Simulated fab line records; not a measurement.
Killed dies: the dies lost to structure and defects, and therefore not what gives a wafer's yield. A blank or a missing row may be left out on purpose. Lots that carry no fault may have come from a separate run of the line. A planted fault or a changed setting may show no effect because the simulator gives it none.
Struck lot and sound lot, side by side ; flow sky130 ; 24 steps out of a route of 708
Sound: wafers L761.1, L761.2, L761.5. Wafers L774.4, L774.5, L774.6 were the ones struck. The cause comes at the end.
Order at every step that has rows: each side's tool, ch and its chambers, its first start. Under that, the readings that differ: sound wafers ; struck wafers ; difference of the means ; sigmas: that difference in standard deviations of wafers without a fault.
alike: readings with means less than 2 such deviations apart, plus words and numbers identical on both sides. not compared: withheld readings, readings lacking a value on some wafer, bounds such as >300 that could conceal the same value, and numbers that have no deviation in the record and whose values overlap.
A row with sigmas, a row that says differs or no value, or rows on one side alone: a step with any of these is where the two part. Numbers that have no deviation but don't overlap get no sigmas and don't part them. A reading that every wafer of one side lacks parts them only if that side has two wafers or more.

SKY_METAL3_METAL_ETCH_18: etches the open film in Cl2/BCl3, stops on SiO2, target depth 845 nm, time 183.1 s.
  sound on rieMetal-04 ch 0,1, day 38 12:40; struck on rieMetal-04 ch 0,1, day 42 19:18
  alike: drypumpMotorCurrentA, oesProductAu, throttleValvePct
  not compared: rfHoursCounterH
SKY_METAL3_STRIP_19: strips in O2/N2.
  sound on plasmaAsher-01 ch 0,1, day 38 12:51; struck on plasmaAsher-01 ch 0,1, day 42 19:27
  alike: drypumpMotorCurrentA, oesProductAu, stripTimeToEndpointS
  not compared: rfHoursCounterH
then, 4 steps without rows for these wafers: SKY_METAL3_STRIP_20 (strips in post etch residue remover, time 1200 s); SKY_METAL3_CLEAN_21 (cleans in IPA, time 180 s); SKY_METAL3_CLEAN_22 (cleans in O3/DIW); SKY_VIA3_HDPCVD_00 (deposits SiO2, target thk 1635 nm, time 272.5 s).
SKY_VIA3_THK_MEAS_01:
  sound on filmMetro-02, day 38 13:42; struck on filmMetro-02, day 42 20:13
  alike: VIA3_HDPCVD_THK
SKY_VIA3_CMP_02: polishes SiO2.
  sound on cmp-02 ch 1,2,3, day 38 14:05; struck on cmp-01 ch 1,2, day 42 20:14
  alike: motorCurrentA
SKY_VIA3_BOW_MEAS_03:
  sound on filmMetro-02, day 38 14:17; struck on filmMetro-02, day 42 20:36
  alike: VIA3_BOW
then, 3 steps without rows for these wafers: SKY_VIA3_DEHYDRATE_04 (time 60 s); SKY_VIA3_HMDS_05 (prime time 60 s); SKY_VIA3_COAT_06 (resist thk 60 nm).
SKY_VIA3_COAT_07: resist thk 450 nm.
  sound on lithoTrack-03 ch 0, day 39 02:00; struck on lithoTrack-03 ch 0, day 43 08:00
reading;sound;struck;difference;sigmas
spinSpeedRpm (rpm);2999.5 2998.6 2997.6;3228.1 3228.9 3226.3;+229.2;+99 or more
model.KrF-thick_of_VIA3_COAT_07.thkNm (nm);450.1 450.8 451;434 434 433.2;-17;
  alike: chillPlateTempC, exhaustPa
then, 4 steps without rows for these wafers: SKY_VIA3_SOFTBAKE_08 (time 90 s); SKY_VIA3_EXPOSE_09 (exposes mask VIM3, target cd 200 nm); SKY_VIA3_PEB_10; SKY_VIA3_DEVELOP_11 (develop time 60 s).
SKY_VIA3_CD_MEAS_12: target cd 200 nm.
  sound on cdSem-01, day 39 14:22; struck on cdSem-02, day 43 19:28
  alike: cdNm
SKY_VIA3_OVL_MEAS_13:
  sound on overlay-02, day 39 14:29; struck on overlay-02, day 43 19:33
  alike: VIA3_OVL
SKY_VIA3_ETCH_14: etches BARC in N2/H2, stops on SiO2, time 45.9 s, target depth 60 nm.
  sound on rieDiel-01 ch 0,1, day 39 14:32; struck on rieDiel-02 ch 0,2,3, day 43 19:35
  alike: drypumpMotorCurrentA, oesProductAu, throttleValvePct
  not compared: rfHoursCounterH
SKY_VIA3_ETCH_15: etches SiO2 in C4F8/O2/Ar, stops on TiN, target depth 507 nm, time 78 s.
  sound on rieDiel-01 ch 0,1, day 39 14:34; struck on rieDiel-02 ch 0,2,3, day 43 19:38
reading;sound;struck;difference;sigmas
model.KrF-thick_of_VIA3_COAT_07.thkNm (nm);291.1 292.4 292.4;274.8 276.1 274;-17.0;
  alike: oesProductAu
  not compared: rfHoursCounterH
SKY_VIA3_STRIP_16: strips in O2/N2.
  sound on plasmaAsher-03 ch 0,1, day 39 14:38; struck on plasmaAsher-01 ch 0,1, day 43 19:42
reading;sound;struck;difference;sigmas
stripTimeToEndpointS (s);4.137 4.146 4.130;3.955 3.978 3.932;-0.183;-8
  alike: drypumpMotorCurrentA, oesProductAu
  not compared: rfHoursCounterH
then, 1 step without rows for these wafers: SKY_VIA3_STRIP_17 (strips in post etch residue remover, time 1200 s).
-- the record jumps here: 5 days lie between the struck wafers' starts before and after (it left off in module VIA3 and takes up again in module PAD_OPEN, whose first step shown is number 708 of the route) --
SKY_PAD_OPEN_PROBE_99:
  sound on prober-01, day 45 15:49; struck on prober-02, day 49 04:11
  alike: defectLimitedYield, killed_at_M0_to_M3, killed_at_M4_up, killedAtContacts, killedAtFrontEnd, killedAtOther, killedDies, killedOnRim, killedOpen, killedShort, sort_bin_3_pad_short, sort_bin_5_function, sort_bin_6_memory, sortNPass, sortYieldPct

## WHERE THEY PART
Earliest at SKY_VIA3_COAT_07; latest, in this record, at SKY_VIA3_STRIP_16. Later steps at which nothing parts them and some readings are alike: SKY_PAD_OPEN_PROBE_99.

WHY: what the simulator had put in
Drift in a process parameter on lithoTrack-03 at SKY_VIA3_COAT_07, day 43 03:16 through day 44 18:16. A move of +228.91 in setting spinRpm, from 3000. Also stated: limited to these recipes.
